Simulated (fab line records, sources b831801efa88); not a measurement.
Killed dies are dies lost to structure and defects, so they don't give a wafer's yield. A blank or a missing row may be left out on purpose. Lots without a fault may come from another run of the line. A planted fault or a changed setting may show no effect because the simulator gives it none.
A struck lot beside a sound one | flow sky130 | 16 steps out of a route of 708
Sound: wafers L682.1, L682.5, L682.6. Struck: wafers L680.1, L680.3, L680.6. The cause comes at the end.
At each step with rows: each side's tool, then ch and its chambers, then its first start. Under that, the readings that differ: sound wafers | struck wafers | difference of the means | sigmas: that difference in standard deviations of wafers without a fault.
alike: readings whose means differ by less than 2 such deviations, and words and numbers that are the same on both sides. not compared: withheld readings, readings that some wafer has no value for, bounds like >300 that may hide the same value, and numbers for which the record gives no deviation and whose values overlap.
The two part at a step that has a row with sigmas, a row that says differs or no value, or rows on one side only. Numbers that don't overlap but have no deviation are shown without sigmas and don't part them. A reading that every wafer of one side lacks parts them only if that side has two wafers or more.

first, 5 steps without rows for these wafers: SKY_POLY_GATE_COAT_08 (resist thk 450 nm); SKY_POLY_GATE_SOFTBAKE_09 (time 90 s); SKY_POLY_GATE_EXPOSE_10 (exposes mask P1M, target cd 150 nm); SKY_POLY_GATE_PEB_11; SKY_POLY_GATE_DEVELOP_12 (develop time 60 s).
SKY_POLY_GATE_CD_MEAS_13: target cd 150 nm.
  sound on cd_sem-02, day 24 11:25; struck on cd_sem-01, day 23 18:36
  reading    | sound             | struck            | difference | sigmas
  cd_nm (nm) | 148.2 147.5 146.4 | 149.5 150.3 150.2 | +2.6       | +2
SKY_POLY_GATE_OVL_MEAS_14:
  sound on overlay-02, day 24 11:32; struck on overlay-02, day 23 18:43
  alike: POLY_GATE_OVL
SKY_POLY_GATE_ETCH_15: etches BARC in N2/H2, stops on SiO2, time 118.5 s, target depth 110 nm.
  sound on rie_diel-02 ch 1,2,3, day 24 11:34; struck on rie_diel-01 ch 0,1,2, day 23 18:45
  alike: drypump_motor_current_A, oes_product_au, throttle_valve_pct
  not compared: rf_hours_counter_h
SKY_POLY_GATE_ETCH_16: etches Si3N4 in CH3F/O2, stops on poly-Si, time 147.5 s, target depth 75 nm.
  sound on rie_diel-02 ch 1,2,3, day 24 11:38; struck on rie_diel-01 ch 0,1,2, day 23 18:50
  alike: drypump_motor_current_A, oes_product_au, throttle_valve_pct
  not compared: rf_hours_counter_h
SKY_POLY_GATE_ETCH_17: etches poly-Si in HBr/Cl2, stops on SiO2, target depth 180 nm, time 70.5 s.
  sound on rie_si-02 ch 0,2,3, day 24 11:44; struck on rie_si-02 ch 1,3, day 23 18:56
  alike: drypump_motor_current_A, mfc_cl2_sccm, oes_product_au, throttle_valve_pct
  not compared: rf_hours_counter_h
SKY_POLY_GATE_STRIP_18: strips in O2/N2.
  sound on plasma_asher-03 ch 0,1, day 24 11:48; struck on plasma_asher-01 ch 0,1, day 23 18:59
  alike: drypump_motor_current_A, oes_product_au, strip_time_to_endpoint_s
  not compared: rf_hours_counter_h
then, 1 step without rows for these wafers: SKY_POLY_GATE_CLEAN_19 (cleans in SC1/SC2, time 150 s).
SKY_POLY_GATE_OXIDATION_20: stabilise 600 s, purge 300 s, target thk 4 nm.
  sound on furnace-01 ch 0, day 24 11:57; struck on furnace-02 ch 0, day 23 19:08
  reading                                          | sound             | struck            | difference | sigmas
  spike_tc_bottom_C (C)                            | 867.9 866.2 866.4 | 894.3 894.1 897.0 | +28.3      | +14
  spike_tc_centre_C (C)                            | 849.6 849.5 849.1 | 883.6 881.4 882.8 | +33.2      | +34
  spike_tc_lower_C (C)                             | 852.0 850.9 850.6 | 881.1 882.2 883.3 | +31.0      | +28
  spike_tc_top_C (C)                               | 860.6 861.9 860.5 | 894.0 895.0 893.6 | +33.2      | +26
  spike_tc_upper_C (C)                             | 850.7 849.9 849.1 | 879.3 879.2 879.6 | +29.5      | +27
  zone_power_bottom_pct (%)                        | 26.4 25.9 26.5    | 28.6 28.7 28.6    | +2.4       | +8
  zone_power_upper_pct (%)                         | 16.6 16.7 16.9    | 17.6 17.6 17.7    | +0.9       | +3
  model.SiO2_of_POLY_GATE_OXIDATION_20.thk_nm (nm) | 4.059 4.134 4.06  | 5.942 5.924 5.911 | +1.841     |
SKY_POLY_GATE_THK_MEAS_21:
  sound on film_metro-03, day 24 13:12; struck on film_metro-04, day 23 20:37
  reading                      | sound          | struck         | difference | sigmas
  POLY_GATE_OXIDATION_THK (nm) | 4.07 4.15 4.08 | 5.91 5.92 5.93 | +1.82      | +25
  not compared: hold
SKY_POLY_GATE_CD_MEAS_22:
  sound on cd_sem-02, day 24 13:16; struck on cd_sem-02, day 24 02:10
  reading    | sound             | struck                                                                     | difference                   | sigmas
  hold       | - - -             | await_dispo/5.4h/release await_dispo/5.4h/release await_dispo/5.4h/release | no value on the sound wafers |
  cd_nm (nm) | 149.0 141.2 144.7 | 149.4 152.9 150.8                                                          | +6.1                         | +2
-- the record jumps here: 26 days lie between the struck wafers' starts before and after (it left off in module POLY_GATE and takes up again in module PAD_OPEN, whose first step shown is number 708 of the route) --
SKY_PAD_OPEN_PROBE_99:
  sound on prober-02, day 50 21:20; struck on prober-01, day 50 10:58
  reading                            | sound             | struck            | difference | sigmas
  model.etest.tip_sonos.rs_ohm_sq    | 2632 2682 2692    | 3028 2999 3095    | +372       |
  model.etest.tip_p.rs_ohm_sq        | 6895 6899 6907    | 7298 7249 7265    | +370       |
  model.etest.pfet_01v8.r_on_ohm_um  | 2871 2763 2803    | 3020 3070 3017    | +223       |
  model.etest.res_pdiff.line_ohm_um  | 1349 1362 1341    | 1419 1389 1381    | +46        |
  model.etest.tip_n.rs_ohm_sq        | 440.7 440.3 441   | 482.7 480.4 477.4 | +39.5      |
  model.etest.res_ndiff.line_ohm_um  | 765.4 771 755.7   | 792.8 795.4 778   | +24.7      |
  model.etest.res_pdiff.rs_ohm_sq    | 194.8 195.4 197.5 | 207.4 206.1 205.4 | +10.4      |
  model.etest.res_pdiff_hv.rs_ohm_sq | 189.1 190.4 190.5 | 199 198.8 198.5   | +9         |
  alike: killed_at_M0_to_M3, killed_at_M4_up, killed_at_contacts, killed_at_front_end, killed_at_other, killed_dies, killed_on_rim, killed_open, killed_short

WHERE THEY PART
First at SKY_POLY_GATE_CD_MEAS_13; last, within this record, at SKY_POLY_GATE_CD_MEAS_22. Later steps at which nothing parts them and some readings are alike: SKY_PAD_OPEN_PROBE_99.

WHY: what the simulator had put in
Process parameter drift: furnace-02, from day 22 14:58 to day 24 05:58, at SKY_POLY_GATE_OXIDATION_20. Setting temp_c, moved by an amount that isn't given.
